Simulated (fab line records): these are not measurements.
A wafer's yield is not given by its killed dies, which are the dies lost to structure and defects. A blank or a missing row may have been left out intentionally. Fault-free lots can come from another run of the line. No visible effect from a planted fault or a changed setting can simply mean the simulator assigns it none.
Chamber matching / flow gf180mcu / GF_POLY_GATE_ETCH_13 on rie_si-02: 4 sister chambers
The step etches poly-Si in HBr/Cl2, stops on SiO2, target depth 198.5 nm, time 69.6 s. 14 wafers are shown with their chamber, then 7 later ones without.

== EACH WAFER AND ITS CHAMBER ==
wafer=L539.2; chamber=1; drypump_motor_current_A (A)=6.6; oes_product_au (a.u.)=0.984; throttle_valve_pct (%)=33.679
wafer=L539.4; chamber=3; drypump_motor_current_A (A)=6.5; oes_product_au (a.u.)=0.994; throttle_valve_pct (%)=33.686
wafer=L539.6; chamber=3; drypump_motor_current_A (A)=6.5; oes_product_au (a.u.)=0.995; throttle_valve_pct (%)=33.669
wafer=L543.3; chamber=2; drypump_motor_current_A (A)=5.5; oes_product_au (a.u.)=0.975; throttle_valve_pct (%)=33.671
wafer=L543.4; chamber=1; drypump_motor_current_A (A)=6.6; oes_product_au (a.u.)=0.990; throttle_valve_pct (%)=33.679
wafer=L543.6; chamber=2; drypump_motor_current_A (A)=5.6; oes_product_au (a.u.)=0.980; throttle_valve_pct (%)=33.666
wafer=L548.1; chamber=1; drypump_motor_current_A (A)=6.6; oes_product_au (a.u.)=1.012; throttle_valve_pct (%)=33.699
wafer=L548.3; chamber=0; drypump_motor_current_A (A)=5.1; oes_product_au (a.u.)=0.997; throttle_valve_pct (%)=33.674
wafer=L548.4; chamber=2; drypump_motor_current_A (A)=5.6; oes_product_au (a.u.)=1.001; throttle_valve_pct (%)=33.684
wafer=L549.1; chamber=3; drypump_motor_current_A (A)=6.5; oes_product_au (a.u.)=1.018; throttle_valve_pct (%)=33.688
wafer=L549.3; chamber=2; drypump_motor_current_A (A)=5.6; oes_product_au (a.u.)=0.992; throttle_valve_pct (%)=33.686
wafer=L549.5; chamber=3; drypump_motor_current_A (A)=6.5; oes_product_au (a.u.)=1.007; throttle_valve_pct (%)=33.693
wafer=L558.1; chamber=0; drypump_motor_current_A (A)=5.1; oes_product_au (a.u.)=0.981; throttle_valve_pct (%)=33.697
wafer=L558.2; chamber=2; drypump_motor_current_A (A)=5.5; oes_product_au (a.u.)=0.984; throttle_valve_pct (%)=33.705

SIGNATURES (averages over the wafers above)
reading=drypump_motor_current_A; chamber 0=5.100; chamber 1=6.600; chamber 2=5.560; chamber 3=6.500; scatter within a chamber=0.0346
reading=oes_product_au; chamber 0=0.98900; chamber 1=0.99533; chamber 2=0.98640; chamber 3=1.00350; scatter within a chamber=0.0117
reading=throttle_valve_pct; chamber 0=33.68550; chamber 1=33.68567; chamber 2=33.68240; chamber 3=33.68400; scatter within a chamber=0.0134
Rule: distance of a wafer from a chamber = root of the sum over the readings of ((wafer's reading minus chamber's mean) / reading's scatter) squared. If the next closest chamber is less than 2 further off than the closest, the wafer can't be placed; otherwise it belongs to the closest. The scatter: take each reading less its chamber's mean, square it, sum over the shown wafers, divide by the number of wafers less the number of chambers, and take the root.

== WAFERS WITH NO CHAMBER GIVEN ==
wafer=L558.4; drypump_motor_current_A (A)=6.5; oes_product_au (a.u.)=1.007; throttle_valve_pct (%)=33.692
wafer=L559.2; drypump_motor_current_A (A)=5.6; oes_product_au (a.u.)=0.982; throttle_valve_pct (%)=33.661
wafer=L559.5; drypump_motor_current_A (A)=5.1; oes_product_au (a.u.)=0.990; throttle_valve_pct (%)=33.677
wafer=L559.6; drypump_motor_current_A (A)=6.5; oes_product_au (a.u.)=0.989; throttle_valve_pct (%)=33.683
wafer=L561.3; drypump_motor_current_A (A)=6.6; oes_product_au (a.u.)=0.987; throttle_valve_pct (%)=33.683
wafer=L561.4; drypump_motor_current_A (A)=6.5; oes_product_au (a.u.)=0.990; throttle_valve_pct (%)=33.674
wafer=L561.5; drypump_motor_current_A (A)=6.5; oes_product_au (a.u.)=0.991; throttle_valve_pct (%)=33.689

== WHICH CHAMBER EACH WENT THROUGH ==
wafer=L558.4; from the rows above=3; in truth=3
wafer=L559.2; from the rows above=2; in truth=2
wafer=L559.5; from the rows above=0; in truth=0
wafer=L559.6; from the rows above=can't be placed: 3 or 1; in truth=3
wafer=L561.3; from the rows above=1; in truth=1
wafer=L561.4; from the rows above=can't be placed: 3 or 1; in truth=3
wafer=L561.5; from the rows above=can't be placed: 3 or 1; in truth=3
Placed correctly: 4 of 7. Can't be placed from these rows: 3 (the true chamber is among the candidates in 3). Placed wrongly: 0.
